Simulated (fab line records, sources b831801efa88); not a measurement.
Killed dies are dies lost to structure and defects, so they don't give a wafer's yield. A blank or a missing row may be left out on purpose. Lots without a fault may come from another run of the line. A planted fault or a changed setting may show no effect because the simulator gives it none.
fab line records | flow gf180mcu
record lots=5 wafers=15 last_day=34
route steps=602 shown M2@368 V2@382
lots that met no fault: from a run of the same line without faults
start_h: hours from the record's first day to the start of the lot's first wafer shown | wait_h: hours since the lot's step before | " the same as in the row above | L1.1+2: a row that stands for several wafers | - no value, or no start given | * or withheld: withheld | < > ~ a bound
route shown NAME@n: a module of which the file shows steps, and the number in the route of the first | usual: mean/standard deviation of fault-free wafers | same: alike in all rows | chamber/n: place in a boat | sites: the reading at each site | _std_site: their standard deviation | _edge_site: outer sites' mean less inner sites' | radius_mm: how far each site lies from the wafer's centre | mask NAME#n: copy n | behind: the tool/chamber that last shaped the wafer | hold: why the lot was held/for how many hours/how that ended | device: the transistor (n, p or np) that didn't switch | end of line: the same wafers' tests at the end of the route | a step without rows: its recipe alone | killed: dies lost to structure and defects at the first sort, not the wafer's yield | map: a wafer's dies, x killed, . not, _ none there
set.NAME: the setting as run; set.NAME@STEP: as run at that earlier step | model.NAME: the simulator's own value behind a step, which no gauge read
lots at some steps of the route; a table a step, a row a wafer
services: from which hour (start_h, from the record's first day; less than 0 if before it) a tool's chamber was out of use, for how many hours, and why
## steps
# step GF_M2_THK_MEAS_06
# recipe thk_meas_gauge=xrf reads=AlCu_of_M2_SPUTTER_02
# usual M2_ALCU_THK=445/5.9
# columns lot.wafer tool chamber start_h wait_h M2_ALCU_THK[nm]
L075.1 film_metro-03 - 422.65 0.1 440
L075.2 " - " " 451
L075.6 " - " " 441
L083.1 film_metro-03 - 495.24 0.1 446
L083.2 " - " " 442
L083.6 " - " " 440
L085.2 film_metro-02 - 515.46 0.1 455
L085.3 " - " " 450
L085.5 " - " " 448
L090.1 film_metro-03 - 551.55 0.1 443
L090.2 " - " " 445
L090.6 " - " " 447
L097.2 film_metro-02 - 606.61 0.1 447
L097.5 " - " " 447
L097.6 " - " " 449
# step GF_M2_DEHYDRATE_07
# recipe temp_c=200 time_s=60
# usual plate_temp_C=199.98/0.14
# same time_s=60
# columns lot.wafer tool chamber start_h wait_h plate_temp_C
L075.1 litho_track-04 0 434.56 11.9 200.17
L075.2 " 0 " " 200.01
L075.6 " 0 " " 200.02
L083.1 litho_track-02 0 506.05 10.8 199.96
L083.2 " 0 " " 199.69
L083.6 " 0 " " 199.54
L085.2 litho_track-01 0 525.95 10.5 199.80
L085.3 " 0 " " 199.98
L085.5 " 0 " " 199.91
L090.1 litho_track-02 0 562.50 10.9 200.12
L090.2 " 0 " " 199.80
L090.6 " 0 " " 199.82
L097.2 litho_track-01 0 616.00 9.4 200.10
L097.5 " 0 " " 199.74
L097.6 " 0 " " 199.97
# step GF_M2_HMDS_08
# recipe prime_time_s=60 prime_temp_c=120
# columns lot.wafer tool chamber start_h wait_h
L075.1+2+6 litho_track-04 0 434.71 0.1
L083.1+2+6 litho_track-02 0 506.20 0.1
L085.2+3+5 litho_track-01 0 526.10 0.1
L090.1+2+6 litho_track-02 0 562.65 0.1
L097.2+5+6 litho_track-01 0 616.15 0.1
# step GF_M2_COAT_09
# recipe resist=KrF spin_rpm=withheld resist_thk_nm=1000
# columns lot.wafer tool chamber start_h wait_h
L075.1+2+6 litho_track-04 0 434.86 0.1
L083.1+2+6 litho_track-02 0 506.35 0.1
L085.2+3+5 litho_track-01 0 526.25 0.1
L090.1+2+6 litho_track-02 0 562.80 0.1
L097.2+5+6 litho_track-01 0 616.30 0.1
# step GF_M2_SOFTBAKE_10
# recipe temp_c=130 time_s=60 resist=KrF
# usual plate_temp_C=129.97/0.13
# same time_s=60
# columns lot.wafer tool chamber start_h wait_h plate_temp_C
L075.1 litho_track-04 0 435.01 0.1 129.79
L075.2 " 0 " " 129.88
L075.6 " 0 " " 129.76
L083.1 litho_track-02 0 506.50 0.1 129.78
L083.2 " 0 " " 129.70
L083.6 " 0 " " 129.91
L085.2 litho_track-01 0 526.40 0.1 130.01
L085.3 " 0 " " 129.93
L085.5 " 0 " " 129.96
L090.1 litho_track-02 0 562.95 0.1 129.61
L090.2 " 0 " " 129.80
L090.6 " 0 " " 129.85
L097.2 litho_track-01 0 616.45 0.1 130.02
L097.5 " 0 " " 130.24
L097.6 " 0 " " 130.07
# step GF_M2_EXPOSE_11
# recipe mask_id=Metal2 target_cd_nm=280 na=0.68 source_shape=conventional sigma_outer=0.6 dose_mj=28
# columns lot.wafer tool chamber start_h wait_h mask
L075.1+2+6 krf_scanner-02 0 - - Metal2#0
L083.1+2+6 krf_scanner-02 0 - - Metal2#0
L085.2+3+5 krf_scanner-02 0 - - Metal2#0
L090.1+2+6 krf_scanner-02 0 - - Metal2#0
L097.2+5+6 krf_scanner-01 0 - - Metal2#0
# step GF_M2_PEB_12
# recipe peb_temp_c=135 peb_time_s=90 resist=KrF
# usual plate_temp_C=135.00/0.13
# same peb_time_s=90
# columns lot.wafer tool chamber start_h wait_h plate_temp_C
L075.1 litho_track-01 0 - - 134.60
L075.2 " 0 " " 134.78
L075.6 " 0 " " 134.93
L083.1 litho_track-01 0 - - 134.90
L083.2 " 0 " " 134.91
L083.6 " 0 " " 135.05
L085.2 litho_track-02 0 - - 134.99
L085.3 " 0 " " 134.90
L085.5 " 0 " " 135.01
L090.1 litho_track-01 0 - - 135.09
L090.2 " 0 " " 134.80
L090.6 " 0 " " 135.02
L097.2 litho_track-04 0 - - 134.91
L097.5 " 0 " " 135.00
L097.6 " 0 " " 135.07
# step GF_M2_DEVELOP_13
# recipe develop_time_s=60 dev_temp_c=21
# columns lot.wafer tool chamber start_h wait_h
L075.1+2+6 litho_track-01 0 446.57 0.2
L083.1+2+6 litho_track-01 0 518.37 0.2
L085.2+3+5 litho_track-02 0 537.42 0.2
L090.1+2+6 litho_track-01 0 573.67 0.2
L097.2+5+6 litho_track-04 0 626.53 0.2
# step GF_M2_CD_MEAS_14
# recipe target_cd_nm=280
# usual cd_nm=280.1/1.2
# columns lot.wafer tool chamber start_h wait_h cd_nm
L075.1 cd_sem-01 - 446.72 0.1 280.4
L075.2 " - " " 281.9
L075.6 " - " " 280.8
L083.1 cd_sem-01 - 518.52 0.1 280.7
L083.2 " - " " 280.7
L083.6 " - " " 281.1
L085.2 cd_sem-01 - 537.57 0.1 281.0
L085.3 " - " " 280.6
L085.5 " - " " 280.2
L090.1 cd_sem-02 - 573.82 0.1 280.1
L090.2 " - " " 278.6
L090.6 " - " " 279.6
L097.2 cd_sem-02 - 626.67 0.1 279.3
L097.5 " - " " 281.0
L097.6 " - " " 280.6
# step GF_M2_OVL_MEAS_15
# usual M2_OVL=1/5.1
# columns lot.wafer tool chamber start_h wait_h M2_OVL[nm]
L075.1 overlay-02 - 446.84 0.1 -3
L075.2 " - " " -7
L075.6 " - " " -9
L083.1 overlay-01 - 518.64 0.1 -3
L083.2 " - " " -4
L083.6 " - " " 2
L085.2 overlay-02 - 537.67 0.1 2
L085.3 " - " " 2
L085.5 " - " " -4
L090.1 overlay-02 - 573.94 0.1 -2
L090.2 " - " " 0
L090.6 " - " " 1
L097.2 overlay-02 - 626.78 0.1 -7
L097.5 " - " " -6
L097.6 " - " " -6
# step GF_M2_METAL_ETCH_16
# recipe chemistry=Cl2/BCl3 mask_material=KrF target_depth_nm=627.5 stop_on=SiO2 pressure_mtorr=8 icp_w=800 bias_w=140 Cl2_flow_sccm=80 bcl3_flow_sccm=40 time_s=104.6
# usual drypump_motor_current_A=5.74/0.25 oes_product_au=0.972/0.0063 throttle_valve_pct=28.250/0.0099
# same time_s=104.6
# columns lot.wafer tool chamber start_h wait_h drypump_motor_current_A oes_product_au rf_hours_counter_h throttle_valve_pct
L075.1 rie_metal-02 1 446.88 0.0 5.63 0.964 11 28.267
L075.2 " 0 " " 5.82 0.980 12 28.252
L075.6 " 0 " " 5.83 0.963 - 28.252
L083.1 rie_metal-02 0 518.68 0.0 5.80 0.982 2 28.241
L083.2 " 1 " " 5.62 0.972 0 28.246
L083.6 " 1 " " 5.63 0.978 - 28.255
L085.2 rie_metal-04 0 537.70 0.0 5.71 0.971 4 28.222
L085.3 " 1 " " 5.38 0.969 - 28.255
L085.5 " 0 " " 5.70 0.968 - 28.236
L090.1 rie_metal-04 1 573.98 0.0 5.35 0.972 3 28.255
L090.2 " 0 " " 5.72 0.981 4 28.246
L090.6 " 1 " " 5.35 0.982 - 28.250
L097.2 rie_metal-03 1 626.85 0.1 6.19 0.972 - 28.267
L097.5 " 1 " " 6.20 0.974 - 28.254
L097.6 " 1 " " 6.20 0.971 - 28.244
# step GF_M2_STRIP_17
# recipe chemistry=O2/N2 power_w=1400 pressure_mtorr=1500 platen_temp_c=250 o2_flow_sccm=3000 n2_flow_sccm=300 overash_fraction=0.5
# usual drypump_motor_current_A=5.5/0.45 heater_power_w=348/26 oes_product_au=0.558/0.0047 platen_temp_c=250.02/0.19 strip_time_to_endpoint_s=7.87/0.044
# columns lot.wafer tool chamber start_h wait_h drypump_motor_current_A heater_power_w oes_product_au platen_temp_c rf_hours_counter_h strip_time_to_endpoint_s
L075.1 plasma_asher-01 1 446.99 0.1 6.1 330 0.552 250.18 80 7.84
L075.2 " 0 " " 5.3 310 0.551 250.12 80 7.86
L075.6 " 1 " " 6.1 338 0.555 250.18 - 7.91
L083.1 plasma_asher-01 0 518.79 0.1 5.3 326 0.558 250.11 88 7.91
L083.2 " 1 " " 6.1 339 0.559 250.31 88 7.83
L083.6 " 0 " " 5.3 321 0.555 250.13 - 7.79
L085.2 plasma_asher-04 0 537.82 0.1 4.8 332 0.564 249.85 77 7.86
L085.3 " 1 " " 5.7 396 0.556 250.24 - 7.91
L085.5 " 1 " " 5.7 386 0.556 249.94 - 7.88
L090.1 plasma_asher-04 0 574.09 0.1 4.8 331 0.553 250.01 81 7.89
L090.2 " 1 " " 5.7 398 0.552 250.15 81 7.83
L090.6 " 1 " " 5.7 397 0.557 249.98 - 7.88
L097.2 plasma_asher-03 0 627.03 0.1 5.8 350 0.561 249.89 51 7.84
L097.5 " 1 " " 5.9 337 0.561 249.93 - 7.85
L097.6 " 0 " " 5.8 342 0.555 249.91 - 7.91
# step GF_M2_STRIP_18
# recipe chemistry=post_etch_residue_remover time_s=1200 temp_c=72.5
# same time_s=1200
# columns lot.wafer tool chamber start_h wait_h
L075.1+2+6 wet_bench-03 3 447.09 0.1
L083.1+2+6 wet_bench-03 0 518.89 0.1
L085.2+3+5 wet_bench-03 1 537.92 0.1
L090.1+2+6 wet_bench-03 2 574.19 0.1
L097.2+5+6 wet_bench-02 3 627.13 0.1
# step GF_M2_CLEAN_19
# recipe chemistry=DIW dry=n2_spin
# columns lot.wafer tool chamber start_h wait_h
L075.1+2+6 wet_bench-01 3 447.43 0.0
L083.1+2+6 wet_bench-01 2 519.23 0.0
L085.2+3+5 wet_bench-01 3 538.26 0.0
L090.1+2+6 wet_bench-02 2 574.53 0.0
L097.2+5+6 wet_bench-03 2 627.51 0.0
# step GF_V2_CVD_00
# recipe material=SiO2 target_thk_nm=600 sigma_open_frac=0.3 temp_c=400 time_s=100 sih4_flow_sccm=60 pressure_mtorr=6
# same time_s=100
# columns lot.wafer tool chamber start_h wait_h
L075.1+2+6 hdpcvd-01 1,0,2 447.52 0.0
L083.1+2+6 hdpcvd-02 0,1,1 519.32 0.0
L085.2+3+5 hdpcvd-02 0,2,0 538.35 0.0
L090.1+2+6 hdpcvd-02 2,1,1 574.62 0.0
L097.2+5+6 hdpcvd-02 0,2,0 627.60 0.0
# step GF_V2_THK_MEAS_01
# recipe reads=SiO2_of_V2_CVD_00
# usual V2_CVD_00_THK=600/5.9
# columns lot.wafer tool chamber start_h wait_h V2_CVD_00_THK[nm]
L075.1 film_metro-01 - 447.60 0.0 600
L075.2 " - " " 613
L075.6 " - " " 608
L083.1 film_metro-02 - 519.43 0.1 600
L083.2 " - " " 592
L083.6 " - " " 592
L085.2 film_metro-01 - 538.43 0.0 608
L085.3 " - " " 596
L085.5 " - " " 607
L090.1 film_metro-04 - 574.70 0.0 605
L090.2 " - " " 599
L090.6 " - " " 596
L097.2 film_metro-04 - 627.68 0.0 603
L097.5 " - " " 606
L097.6 " - " " 606
# step GF_V2_CVD_02
# recipe material=SiO2 target_thk_nm=850 precursor=TEOS temp_c=400 time_s=94.851 rf_w=600
# usual heater_power_w=655/100
# same time_s=94.851
# columns lot.wafer tool chamber start_h wait_h heater_power_w
L075.1 pecvd-03 2 447.66 0.1 715
L075.2 " 1 " " 619
L075.6 " 1 " " 632
L083.1 pecvd-03 0 519.49 0.1 617
L083.2 " 1 " " 626
L083.6 " 0 " " 667
L085.2 pecvd-04 1 538.48 0.0 561
L085.3 " 0 " " 578
L085.5 " 1 " " 623
L090.1 pecvd-03 0 574.76 0.1 609
L090.2 " 1 " " 650
L090.6 " 0 " " 637
L097.2 pecvd-02 1 627.73 0.0 540
L097.5 " 1 " " 578
L097.6 " 0 " " 694
# step GF_V2_THK_MEAS_03
# recipe reads=SiO2_of_V2_CVD_02
# usual V2_CVD_02_THK=852/11
# columns lot.wafer tool chamber start_h wait_h V2_CVD_02_THK[nm]
L075.1 film_metro-04 - 447.73 0.0 840
L075.2 " - " " 862
L075.6 " - " " 864
L083.1 film_metro-01 - 519.56 0.0 850
L083.2 " - " " 846
L083.6 " - " " 859
L085.2 film_metro-04 - 538.56 0.0 842
L085.3 " - " " 843
L085.5 " - " " 857
L090.1 film_metro-04 - 574.82 0.0 835
L090.2 " - " " 837
L090.6 " - " " 857
L097.2 film_metro-02 - 627.81 0.0 844
L097.5 " - " " 850
L097.6 " - " " 843
# step GF_V2_CMP_04
# recipe material=SiO2 down_force_psi=4 platen_rpm=60 pad_velocity_m_s=0.94248
# usual motor_current_A=11.7/0.61 time_to_endpoint_s=80/5.4
# columns lot.wafer tool chamber start_h wait_h motor_current_A time_to_endpoint_s
L075.2 cmp-01 3 447.86 0.1 12.5 81
L075.1 " 0 " " 12.4 77
L075.6 " 3 " " 12.8 80
L083.1 cmp-01 3 519.62 0.1 12.5 81
L083.2 " 0 " " 12.7 86
L083.6 " 0 " " 12.7 87
L085.2 cmp-01 0 540.66 2.1 12.5 82
L085.3 " 1 " " 11.2 79
L085.5 " 3 " " 11.6 80
L090.2 cmp-02 2 575.17 0.3 11.7 74
L090.1 " 0 " " 11.2 78
L090.6 " 2 " " 12.0 81
L097.2 cmp-01 3 628.01 0.2 11.5 74
L097.5 " 0 " " 12.0 79
L097.6 " 1 " " 11.4 79
# step GF_V2_BOW_MEAS_05
# recipe mode=bow
# usual V2_BOW=100/6.9
# columns lot.wafer tool chamber start_h wait_h V2_BOW[um]
L075.1 film_metro-04 - 448.11 0.1 107
L075.2 " - " " 105
L075.6 " - " " 115
L083.1 film_metro-04 - 519.92 0.2 109
L083.2 " - " " 108
L083.6 " - " " 102
L085.2 film_metro-02 - 540.88 0.2 103
L085.3 " - " " 110
L085.5 " - " " 94
L090.1 film_metro-04 - 575.42 0.1 105
L090.2 " - " " 109
L090.6 " - " " 105
L097.2 film_metro-02 - 628.18 0.1 79
L097.5 " - " " 103
L097.6 " - " " 98
# step GF_V2_DEHYDRATE_06
# recipe temp_c=200 time_s=60
# usual plate_temp_C=200.02/0.13
# same time_s=60
# columns lot.wafer tool chamber start_h wait_h plate_temp_C
L075.1 litho_track-03 0 459.68 11.6 200.13
L075.2 " 0 " " 199.79
L075.6 " 0 " " 199.81
L083.1 litho_track-04 0 530.65 10.7 200.10
L083.2 " 0 " " 200.10
L083.6 " 0 " " 200.03
L085.2 litho_track-03 0 550.66 9.8 200.13
L085.3 " 0 " " 200.04
L085.5 " 0 " " 199.92
L090.1 litho_track-01 0 585.17 9.7 200.01
L090.2 " 0 " " 200.26
L090.6 " 0 " " 199.93
L097.2 litho_track-01 0 637.45 9.2 200.03
L097.5 " 0 " " 199.89
L097.6 " 0 " " 199.95
# step GF_V2_HMDS_07
# recipe prime_time_s=60 prime_temp_c=120
# columns lot.wafer tool chamber start_h wait_h
L075.1+2+6 litho_track-03 0 459.83 0.1
L083.1+2+6 litho_track-04 0 530.80 0.1
L085.2+3+5 litho_track-03 0 550.81 0.1
L090.1+2+6 litho_track-01 0 585.32 0.1
L097.2+5+6 litho_track-01 0 637.60 0.1
# step GF_V2_COAT_08
# recipe resist=BARC temp_c=withheld time_s=withheld spin_rpm=withheld resist_thk_nm=withheld
# columns lot.wafer tool chamber start_h wait_h
L075.1+2+6 litho_track-03 0 459.98 0.1
L083.1+2+6 litho_track-04 0 530.95 0.1
L085.2+3+5 litho_track-03 0 550.96 0.1
L090.1+2+6 litho_track-01 0 585.47 0.1
L097.2+5+6 litho_track-01 0 637.75 0.1
# step GF_V2_COAT_09
# recipe resist=KrF spin_rpm=withheld resist_thk_nm=1000
# columns lot.wafer tool chamber start_h wait_h
L075.1+2+6 litho_track-03 0 - -
L083.1+2+6 litho_track-04 0 - -
L085.2+3+5 litho_track-03 0 - -
L090.1+2+6 litho_track-01 0 - -
L097.2+5+6 litho_track-01 0 - -
# step GF_V2_SOFTBAKE_10
# recipe temp_c=130 time_s=60 resist=KrF
# usual plate_temp_C=130.00/0.13
# same time_s=60
# columns lot.wafer tool chamber start_h wait_h plate_temp_C
L075.1 litho_track-03 0 - - 129.96
L075.2 " 0 " " 130.28
L075.6 " 0 " " 129.93
L083.1 litho_track-04 0 - - 129.93
L083.2 " 0 " " 130.00
L083.6 " 0 " " 130.06
L085.2 litho_track-03 0 - - 129.86
L085.3 " 0 " " 130.08
L085.5 " 0 " " 129.91
L090.1 litho_track-01 0 - - 129.85
L090.2 " 0 " " 129.91
L090.6 " 0 " " 129.87
L097.2 litho_track-01 0 - - 129.93
L097.5 " 0 " " 129.97
L097.6 " 0 " " 130.13
# step GF_V2_EXPOSE_11
# recipe mask_id=Via2 target_cd_nm=260 na=0.68 source_shape=conventional sigma_outer=0.6 dose_mj=38
# columns lot.wafer tool chamber start_h wait_h mask
L075.1+2+6 krf_scanner-02 0 - - Via2#0
L083.1+2+6 krf_scanner-02 0 - - Via2#0
L085.2+3+5 krf_scanner-02 0 - - Via2#0
L090.1+2+6 krf_scanner-01 0 - - Via2#0
L097.2+5+6 krf_scanner-01 0 - - Via2#0
# step GF_V2_PEB_12
# recipe peb_temp_c=135 peb_time_s=90 resist=KrF
# usual plate_temp_C=134.99/0.15
# same peb_time_s=90
# columns lot.wafer tool chamber start_h wait_h plate_temp_C
L075.1 litho_track-04 0 - - 134.88
L075.2 " 0 " " 135.03
L075.6 " 0 " " 135.07
L083.1 litho_track-04 0 - - 134.79
L083.2 " 0 " " 134.65
L083.6 " 0 " " 134.85
L085.2 litho_track-03 0 - - 134.85
L085.3 " 0 " " 134.98
L085.5 " 0 " " 134.99
L090.1 litho_track-03 0 - - 135.06
L090.2 " 0 " " 135.02
L090.6 " 0 " " 134.94
L097.2 litho_track-04 0 - - 134.90
L097.5 " 0 " " 134.58
L097.6 " 0 " " 134.99
# step GF_V2_DEVELOP_13
# recipe develop_time_s=60 resist=KrF dev_temp_c=21
# columns lot.wafer tool chamber start_h wait_h
L075.1+2+6 litho_track-04 0 472.00 0.2
L083.1+2+6 litho_track-04 0 542.40 0.2
L085.2+3+5 litho_track-03 0 562.76 0.2
L090.1+2+6 litho_track-03 0 595.93 0.2
L097.2+5+6 litho_track-04 0 647.03 0.2
# step GF_V2_CD_MEAS_14
# recipe target_cd_nm=260
# usual cd_nm=259.9/1.4
# columns lot.wafer tool chamber start_h wait_h cd_nm
L075.1 cd_sem-01 - 472.15 0.1 258.8
L075.2 " - " " 258.9
L075.6 " - " " 260.0
L083.1 cd_sem-02 - 542.55 0.1 258.8
L083.2 " - " " 258.8
L083.6 " - " " 259.0
L085.2 cd_sem-02 - 562.90 0.1 259.2
L085.3 " - " " 259.4
L085.5 " - " " 259.9
L090.1 cd_sem-01 - 596.14 0.2 262.9
L090.2 " - " " 261.1
L090.6 " - " " 260.8
L097.2 cd_sem-01 - 647.17 0.1 262.4
L097.5 " - " " 261.0
L097.6 " - " " 262.6
# step GF_V2_OVL_MEAS_15
# usual V2_OVL=-2/6.4
# columns lot.wafer tool chamber start_h wait_h V2_OVL[nm]
L075.1 overlay-01 - 472.27 0.1 8
L075.2 " - " " -6
L075.6 " - " " 3
L083.1 overlay-01 - 542.67 0.1 -3
L083.2 " - " " -4
L083.6 " - " " -6
L085.2 overlay-01 - 563.01 0.1 12
L085.3 " - " " 1
L085.5 " - " " -1
L090.1 overlay-02 - 596.26 0.1 -10
L090.2 " - " " -12
L090.6 " - " " -7
L097.2 overlay-02 - 647.28 0.1 -4
L097.5 " - " " -2
L097.6 " - " " -5
# step GF_V2_ETCH_16
# recipe chemistry=N2/H2 target_depth_a=withheld overetch_a=withheld time_s=withheld target=BARC ion_energy_ev=200 source_w=500 bias_w=100 pressure_mtorr=30 n2_flow_sccm=100 h2_flow_sccm=200
# usual drypump_motor_current_A=5.8/0.37 oes_product_au=0.855/0.0045 throttle_valve_pct=13.224/0.0091
# columns lot.wafer tool chamber start_h wait_h drypump_motor_current_A oes_product_au throttle_valve_pct
L075.1 rie_diel-02 3 472.31 0.0 5.3 0.855 13.231
L075.2 " 2 " " 5.9 0.852 13.233
L075.6 " 1 " " 5.7 0.857 13.214
L083.1 rie_diel-02 3 542.71 0.0 5.3 0.861 13.218
L083.2 " 0 " " 5.8 0.852 13.204
L083.6 " 3 " " 5.3 0.854 13.231
L085.2 rie_diel-04 0 563.04 0.0 5.4 0.864 13.218
L085.3 " 1 " " 5.8 0.846 13.203
L085.5 " 0 " " 5.4 0.855 13.218
L090.1 rie_diel-04 3 596.30 0.0 6.6 0.860 13.217
L090.2 " 1 " " 5.8 0.856 13.230
L090.6 " 0 " " 5.4 0.851 13.223
L097.2 rie_diel-04 3 647.31 0.0 6.6 0.852 13.229
L097.5 " 2 " " 6.0 0.851 13.219
L097.6 " 3 " " 6.6 0.845 13.216
# step GF_V2_ETCH_17
# recipe chemistry=C4F8/O2/Ar mask_material=KrF target=SiO2 stop_on=TiN source_w=1500 bias_w=1200 pressure_mtorr=40 c4f8_flow_sccm=withheld O2_flow_sccm=6 Ar_flow_sccm=300 time_s=withheld target_depth_a=6300
# usual oes_product_au=0.855/0.0047
# columns lot.wafer tool chamber start_h wait_h oes_product_au
L075.1 rie_diel-02 3 - - 0.851
L075.2 " 2 " " 0.866
L075.6 " 1 " " 0.847
L083.1 rie_diel-02 3 - - 0.851
L083.2 " 0 " " 0.858
L083.6 " 3 " " 0.855
L085.2 rie_diel-04 0 - - 0.859
L085.3 " 1 " " 0.857
L085.5 " 0 " " 0.854
L090.1 rie_diel-04 3 - - 0.860
L090.2 " 1 " " 0.852
L090.6 " 0 " " 0.858
L097.2 rie_diel-04 3 - - 0.850
L097.5 " 2 " " 0.858
L097.6 " 3 " " 0.859
# step GF_V2_STRIP_18
# recipe chemistry=O2/N2 power_w=1400 pressure_mtorr=1500 platen_temp_c=250 o2_flow_sccm=3000 n2_flow_sccm=300 overash_fraction=0.5
# usual drypump_motor_current_A=5.8/0.3 heater_power_w=347/15 oes_product_au=0.593/0.0047 platen_temp_c=249.98/0.18
# columns lot.wafer tool chamber start_h wait_h drypump_motor_current_A heater_power_w oes_product_au platen_temp_c rf_hours_counter_h
L075.1 plasma_asher-03 1 472.44 - 5.9 350 0.598 250.07 38
L075.2 " 0 " " 5.7 345 0.586 250.16 38
L075.6 " 1 " " 5.9 354 0.593 250.20 -
L083.1 plasma_asher-01 1 542.84 - 6.1 349 0.588 249.96 91
L083.2 " 0 " " 5.3 324 0.587 249.97 91
L083.6 " 1 " " 6.1 347 0.590 249.80 -
L085.2 plasma_asher-02 0 563.17 - 6.3 360 0.596 250.01 16
L085.3 " 1 " " 5.6 348 0.586 249.65 -
L085.5 " 1 " " 5.6 347 0.594 250.01 -
L090.1 plasma_asher-03 0 596.43 - 5.8 345 0.590 250.28 48
L090.2 " 1 " " 5.9 347 0.597 249.87 48
L090.6 " 0 " " 5.8 348 0.590 250.05 -
L097.2 plasma_asher-03 1 647.44 - 5.9 353 0.595 250.02 53
L097.5 " 0 " " 5.8 347 0.601 250.35 -
L097.6 " 1 " " 5.9 339 0.588 250.03 -
# step GF_V2_STRIP_19
# recipe chemistry=post_etch_residue_remover time_s=1200 temp_c=72.5
# same time_s=1200
# columns lot.wafer tool chamber start_h wait_h
L075.1+2+6 wet_bench-04 0 472.54 0.1
L083.1+2+6 wet_bench-01 0 542.94 0.1
L085.2+3+5 wet_bench-03 3 563.27 0.1
L090.1+2+6 wet_bench-03 3 596.53 0.1
L097.2+5+6 wet_bench-03 1 647.54 0.1
# step GF_V2_CLEAN_20
# recipe chemistry=DIW dry=n2_spin
# columns lot.wafer tool chamber start_h wait_h
L075.1+2+6 wet_bench-01 3 472.88 0.0
L083.1+2+6 wet_bench-03 3 543.28 0.0
L085.2+3+5 wet_bench-01 0 563.61 0.0
L090.1+2+6 wet_bench-01 1 596.87 0.0
L097.2+5+6 wet_bench-04 1 647.88 0.0
# step GF_V2_SPUTTER_21
# recipe material=Ti target_thk_nm=15 chamber_pressure_pa=5 power_w=2500 substrate_temp_c=200 time_s=80.02
# usual throttle_valve_pct=30.0/1.2
# same time_s=80.02
# columns lot.wafer tool chamber start_h wait_h throttle_valve_pct
L075.1 pvd_sputter-04 - 472.97 0.0 30.2
L075.2 " - " " 28.2
L075.6 " - " " 28.5
L083.1 pvd_sputter-04 - 543.38 0.0 28.1
L083.2 " - " " 29.7
L083.6 " - " " 30.4
L085.2 pvd_sputter-04 - 563.71 0.0 31.6
L085.3 " - " " 28.1
L085.5 " - " " 28.2
L090.1 pvd_sputter-02 - 596.96 0.0 29.1
L090.2 " - " " 27.4
L090.6 " - " " 27.5
L097.2 pvd_sputter-04 - 647.98 0.0 30.0
L097.5 " - " " 29.7
L097.6 " - " " 30.5
# step GF_V2_SPUTTER_22
# recipe material=TiN target_thk_nm=10 chamber_pressure_pa=5 power_w=4000 time_s=40
# usual throttle_valve_pct=30.0/1.2
# same time_s=40
# columns lot.wafer tool chamber start_h wait_h throttle_valve_pct
L075.1 pvd_sputter-04 - 473.03 0.0 30.1
L075.2 " - " " 28.5
L075.6 " - " " 28.3
L083.1 pvd_sputter-04 - 543.44 0.0 28.5
L083.2 " - " " 30.0
L083.6 " - " " 30.3
L085.2 pvd_sputter-04 - 563.77 0.0 31.8
L085.3 " - " " 28.1
L085.5 " - " " 28.3
L090.1 pvd_sputter-02 - 597.02 0.0 28.9
L090.2 " - " " 27.7
L090.6 " - " " 27.6
L097.2 pvd_sputter-04 - 648.04 0.0 30.2
L097.5 " - " " 29.9
L097.6 " - " " 30.7
# step GF_V2_CVD_23
# recipe material=W target_thk_nm=350 time_s=104.94 temp_c=400 pressure_torr=40
# usual chamber_pressure_Torr=40.00/0.081 heater_power_w=828/55
# same time_s=104.94
# columns lot.wafer tool chamber start_h wait_h chamber_pressure_Torr heater_power_w
L075.1 cvd_w-01 0 473.07 0.0 40.01 869
L075.2 " 1 " " 40.08 763
L075.6 " 0 " " 40.07 864
L083.1 cvd_w-01 0 543.48 0.0 39.89 860
L083.2 " 1 " " 40.04 782
L083.6 " 1 " " 40.03 768
L085.2 cvd_w-01 0 563.81 0.0 39.96 877
L085.3 " 0 " " 39.95 850
L085.5 " 0 " " 40.01 868
L090.1 cvd_w-01 0 597.06 0.0 40.12 879
L090.2 " 1 " " 39.99 772
L090.6 " 0 " " 40.00 880
L097.2 cvd_w-01 1 648.08 0.0 39.99 769
L097.5 " 1 " " 39.96 783
L097.6 " 0 " " 39.86 882
# step GF_V2_RS_MEAS_24
# recipe thk_meas_gauge=four-point-probe reads=W_of_V2_CVD_23+TiN_of_V2_SPUTTER_22+Ti_of_V2_SPUTTER_21
# usual V2_W_RS=0.3259/0.003
# columns lot.wafer tool chamber start_h wait_h V2_W_RS[ohm/sq]
L075.1 film_metro-02 - 473.19 0.1 0.3355
L075.2 " - " " 0.3282
L075.6 " - " " 0.3289
L083.1 film_metro-04 - 543.59 0.1 0.3229
L083.2 " - " " 0.3259
L083.6 " - " " 0.3261
L085.2 film_metro-04 - 563.94 0.1 0.3240
L085.3 " - " " 0.3262
L085.5 " - " " 0.3226
L090.1 film_metro-02 - 597.17 0.1 0.3290
L090.2 " - " " 0.3253
L090.6 " - " " 0.3273
L097.2 film_metro-02 - 648.21 0.1 0.3246
L097.5 " - " " 0.3232
L097.6 " - " " 0.3221
# step GF_V2_THK_MEAS_25
# recipe thk_meas_gauge=xrf reads=W_of_V2_CVD_23
# usual V2_W_THK=346/4
# columns lot.wafer tool chamber start_h wait_h V2_W_THK[nm]
L075.1 film_metro-02 - 473.31 0.1 336
L075.2 " - " " 342
L075.6 " - " " 343
L083.1 film_metro-04 - 543.71 0.1 352
L083.2 " - " " 347
L083.6 " - " " 348
L085.2 film_metro-04 - 564.05 0.1 348
L085.3 " - " " 346
L085.5 " - " " 351
L090.1 film_metro-02 - 597.29 0.1 339
L090.2 " - " " 346
L090.6 " - " " 343
L097.2 film_metro-02 - 648.32 0.1 349
L097.5 " - " " 351
L097.6 " - " " 353
## services
# columns tool chamber start_h hours kind
cmp-01 - 411.79 8.7 repair
pvd_sputter-04 - 416.99 0.9 repair
cvd_w-01 - 418.09 0.6 repair
hdpcvd-02 - 446.79 0.5 repair
pvd_sputter-04 - 447.57 3.8 repair
krf_scanner-02 - 461.60 1.0 pm
rie_diel-04 3 462.18 8.5 repair
pvd_sputter-04 - 483.78 3.3 repair
hdpcvd-02 - 486.13 0.5 repair
hdpcvd-02 - 504.92 0.6 repair
cmp-01 - 507.58 0.9 repair
plasma_asher-03 - 508.81 15.6 pm
krf_scanner-02 - 510.43 0.8 pm
hdpcvd-02 2 514.49 16.9 repair
krf_scanner-02 - 515.11 1.3 pm
rie_diel-04 2 517.78 4.1 repair
rie_diel-04 1 545.01 6.7 repair
rie_diel-04 2 552.61 15.0 repair
wet_bench-01 - 556.05 1.7 repair
krf_scanner-02 - 573.84 4.4 pm
rie_diel-04 3 596.79 1.8 repair
rie_diel-04 - 618.78 1.0 repair
rie_diel-04 1 625.27 4.2 repair
krf_scanner-02 - 630.60 1.0 pm
## key
fault none
